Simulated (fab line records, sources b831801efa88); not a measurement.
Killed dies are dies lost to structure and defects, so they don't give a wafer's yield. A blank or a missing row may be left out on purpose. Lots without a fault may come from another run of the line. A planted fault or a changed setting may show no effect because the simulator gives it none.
Which tool did it? | flow sky130 | 6 lots, 16 wafers sampled, at 2 steps of a route of 708

WHAT THE GAUGES READ, wafer by wafer
SKY_GATE_OXIDE_THK_MEAS_02.
lot  | measured     | on            | GATE_OXIDE_OXIDATION_00_THK (nm)
L301 | day 14 01:19 | film_metro-01 | 10.11 9.98 9.95
L303 | day 14 12:23 | film_metro-02 | 10.01 9.79 9.95
L311 | day 17 00:24 | film_metro-03 | 10.48 10.46
L313 | day 18 03:52 | film_metro-01 | 9.96 9.94
L317 | day 19 11:16 | film_metro-02 | 10.34 10.50 10.47
L321 | day 20 18:18 | film_metro-01 | 10.47 10.55 10.51

WHICH TOOL RAN EACH LOT (tool, then ch and the chambers of the sampled wafers, then the start)
lot  | SKY_SONOS_ONO_STRIP_17
L301 | plasma_asher-04 ch 0,1, day 13 23:34
L303 | plasma_asher-04 ch 0,1, day 14 09:29
L311 | plasma_asher-04 ch 0,1, day 16 22:47
L313 | plasma_asher-04 ch 1, day 17 22:45
L317 | plasma_asher-01 ch 0,1, day 19 09:38
L321 | plasma_asher-01 ch 0,1, day 20 16:41
- SKY_SONOS_ONO_STRIP_17: strips in O2/N2.

THE ANSWER, worked out from the rows above alone
Rule: what is usual is taken from the lots themselves. Put in order of their means at a reading, lots are off if they are a third of the lots or fewer, leave a main group of 4 or more, and stand apart from it by a gap of 3 or more times the standard deviation of the main group's means; of several such gaps the widest counts. A main group whose means are all the same, to the digits that the tables above print for the reading, isn't used. A lot without any number at a reading at which 4 lots or more have one is off too. The other lots that the step has rows for count as sound.
No lot is off at any reading shown: from this, nothing can be told.

WHAT THE SIMULATOR HAD PUT IN
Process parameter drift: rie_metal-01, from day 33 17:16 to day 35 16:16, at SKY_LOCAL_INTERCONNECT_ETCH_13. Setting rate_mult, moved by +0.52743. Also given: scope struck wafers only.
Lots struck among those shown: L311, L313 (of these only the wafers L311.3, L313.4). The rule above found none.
